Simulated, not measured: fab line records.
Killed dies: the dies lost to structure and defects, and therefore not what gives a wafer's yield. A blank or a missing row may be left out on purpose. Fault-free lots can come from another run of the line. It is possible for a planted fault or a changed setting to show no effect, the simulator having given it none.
The tool behind it: which one? ; flow gf180mcu ; 12 lots (36 wafers sampled), 1 step of a 602-step route

## WHAT EACH GAUGE READ, for each wafer
GF_SAB_THK_MEAS_01.
lot;measured;on;SAB_CVD_00_THK (nm)
L075;day 14 15:55;film-metro-01;48.8 50.5 50.6
L077;day 15 11:42;film-metro-03;50.6 50.4 50.9
L079;day 16 03:02;film-metro-03;50.7 51.3 51.1
L081;day 16 18:46;film-metro-01;49.6 50.4 50.9
L083;day 17 08:49;film-metro-03;48.9 50.1 49.5
L085;day 18 12:13;film-metro-01;49.8 50.4 50.2
L087;day 18 20:28;film-metro-03;50.9 52.0 52.0
L089;day 19 11:42;film-metro-01;50.2 51.2 51.0
L091;day 20 05:49;film-metro-04;50.7 49.4 51.3
L093;day 20 22:10;film-metro-03;51.2 51.1 52.1
L095;day 21 19:09;film-metro-04;49.2 49.9 50.8
L097;day 22 08:33;film-metro-04;50.3 50.6 50.9

## EACH LOT AND THE TOOL THAT RAN IT (in order: tool; ch and the chambers of the sampled wafers; start)
Before these readings, the record contains no process step.

## THE ANSWER, worked out from the rows above alone
Rule: the usual values come from the lots themselves. The widest of any qualifying gaps counts: lots, ordered by their means at a reading, are off when they make up no more than a third of the lots, leave a main group of 4 or more, and stand apart from it by 3 or more times the standard deviation of that group's means. A main group is skipped when, at the precision printed for the reading in the tables above, its means are all equal. A lot without any number at a reading at which 4 lots or more have one is off too. Where the step has rows for the other lots, those lots are counted as sound.
No lot is off at any reading shown: from this, nothing can be told.

## WHAT THE SIMULATOR PUT IN
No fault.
